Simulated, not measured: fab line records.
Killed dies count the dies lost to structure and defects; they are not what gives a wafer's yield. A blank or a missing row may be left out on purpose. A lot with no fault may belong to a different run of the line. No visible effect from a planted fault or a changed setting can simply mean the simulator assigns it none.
Problem report, 8D (eight disciplines) form, completed by code	flow sky130	the parts of the form that need people (team, actions taken, sign-off) are left out

1. WHAT IS WRONG
At SKY_LDD_LDN_DEVELOP_06, developer-temp-C averages 22.19 C over 6 wafers from 2 lots, while fault-free wafers read 22.99 C, standard deviation 0.1. That puts it -8.0 standard deviations away from the usual mean.
The step: develop time 60 s.
First seen on wafer L502.1, day 28 13:58, on litho-track-02. The record has a number at this step for 42 wafers belonging to 14 lots. Rule for "out" (also "out of limits"): further than 4 standard deviations from the usual mean. All remaining wafers that have a number are taken as sound.

2. WHAT IT IS AND WHAT IT IS NOT
question	is	is not
which readings at this step	developer-temp-C	-
which lots	L502, L503	L486, L488, L489, L490, L491, L493, L494, L497, L499, L506, L507, L508
which wafers of those lots	all that have a number	-
read on which tools	litho-track-02	litho-track-01, litho-track-03
when	from day 28 13:58	up to then (27 sound wafers); but 9 sound wafers of L506, L507, L508 came after

3. SUSPECTS, AND WHAT RULES EACH OUT
Counting: a tool stays on the suspect list if, at a process step up to the reading, it processed all lots that are out and no sound lot following the first of them.
- litho-track-02 at SKY_LDD_LDN_DEVELOP_06 (develop time 60 s): kept. It ran every lot that is out, first L502 (day 28 13:58), and no sound lot after that; its last sound lot up to then is L499 (day 27 23:56). On those wafers its own readings are out: developer-temp-C.
Remaining after the count: litho-track-02 at SKY_LDD_LDN_DEVELOP_06.

4. THE CAUSE (what the simulator had put in)
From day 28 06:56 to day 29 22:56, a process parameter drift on litho-track-02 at SKY_LDD_LDN_DEVELOP_06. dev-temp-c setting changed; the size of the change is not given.
The count eliminated every tool but this one.

5. THE CHAIN OF EFFECTS, in route order
Each row: a reading where the mean over the struck wafers with a number is more than 3 standard deviations away from the usual. Only readings for which the record gives a usual standard deviation are gone through. hours: the time from each lot's start at the first step in this table that gives one to its start at this step, as a median over the lots. sigmas: the change in usual standard deviations.
hours	step	reading	usual	on struck wafers	change	sigmas
0	SKY_LDD_LDN_DEVELOP_06	developer-temp-C	22.99 C	22.19	-0.80	-8.0
Its process steps:
- SKY_LDD_LDN_DEVELOP_06: develop time 60 s.
Later measuring or inspecting steps at which every struck wafer that the step has a row for has a number for every such reading, and none has moved that far: SKY_POLY_CUT_CD_MEAS_08.

6. HOW IT WOULD HAVE BEEN CAUGHT EARLIER
In this record no reading fell out of limits until day 28 13:58, 7 hours after the fault had begun at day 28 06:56.
